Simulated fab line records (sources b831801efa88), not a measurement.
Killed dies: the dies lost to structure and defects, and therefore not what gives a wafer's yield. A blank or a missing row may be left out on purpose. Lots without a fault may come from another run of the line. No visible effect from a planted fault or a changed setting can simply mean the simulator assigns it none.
2 desks looking at one fault | flow gf180mcu | every desk sees just its own numbers, and what lay behind them comes last

## THE TOOL OWNER'S DESK: rie diel-04
The tool's own readings at GF_V3_ETCH_16 (etches BARC in N2/H2): means of the sampled wafers that have a number, for each lot that ran on this tool. Any lot whose mean is over 4 standard deviations away from the usual mean is out of limits and marked OUT; that distance is given in the brackets.
Columns: A = drypump motor current A at GF_V3_ETCH_16, usual 5.8 A; B = oes product au at GF_V3_ETCH_16, usual 0.855 a.u.; C = rf fwd power W at GF_V3_ETCH_16, usual 495.9 W; D = throttle valve pct at GF_V3_ETCH_16, usual 13.224 %
lot  | first seen here | A   | B     | C     | D
L301 | day 23 02:11    | 6.3 | 0.853 | 496.5 | 13.218
L308 | day 25 06:19    | 6.1 | 0.854 | 496.3 | 13.227
L311 | day 26 07:14    | 6.2 | 0.852 | 495.5 | 13.231
L320 | day 28 20:56    | 6.3 | 0.856 | 496.4 | 13.230
L321 | day 29 06:14    | 6.0 | 0.856 | 496.7 | 13.222
Result from this desk: across the 5 lots, nothing is out of limits.

## FROM THE METROLOGY DESK
What the gauges read, lot by lot, whatever tool the lot ran on: means of the sampled wafers that have a number. Any lot whose mean is over 4 standard deviations away from the usual mean is out of limits and marked OUT; that distance is given in the brackets.
Columns: A = PASSIVATION_BOW at GF_PASSIVATION_BOW_MEAS_14, usual 137 um
lot  | first seen here | A
L301 | day 29 12:37    | 163
L302 | day 29 19:16    | 134
L303 | day 30 06:28    | 131
L306 | day 31 07:20    | 134
L307 | day 31 10:29    | 145
L308 | day 31 12:01    | 143
L309 | day 31 17:50    | 137
L311 | day 32 06:29    | 137
L312 | day 32 16:46    | 117
L320 | day 34 10:47    | 128
L321 | day 34 15:47    | 152
L323 | day 34 23:02    | 136
Result from this desk: across the 12 lots, nothing is out of limits.

## BROUGHT TOGETHER
The tool owner's desk saw nothing out of limits.
At the metrology desk, nothing out of limits was observed.

## WHAT HAD BEEN PUT IN BY THE SIMULATOR
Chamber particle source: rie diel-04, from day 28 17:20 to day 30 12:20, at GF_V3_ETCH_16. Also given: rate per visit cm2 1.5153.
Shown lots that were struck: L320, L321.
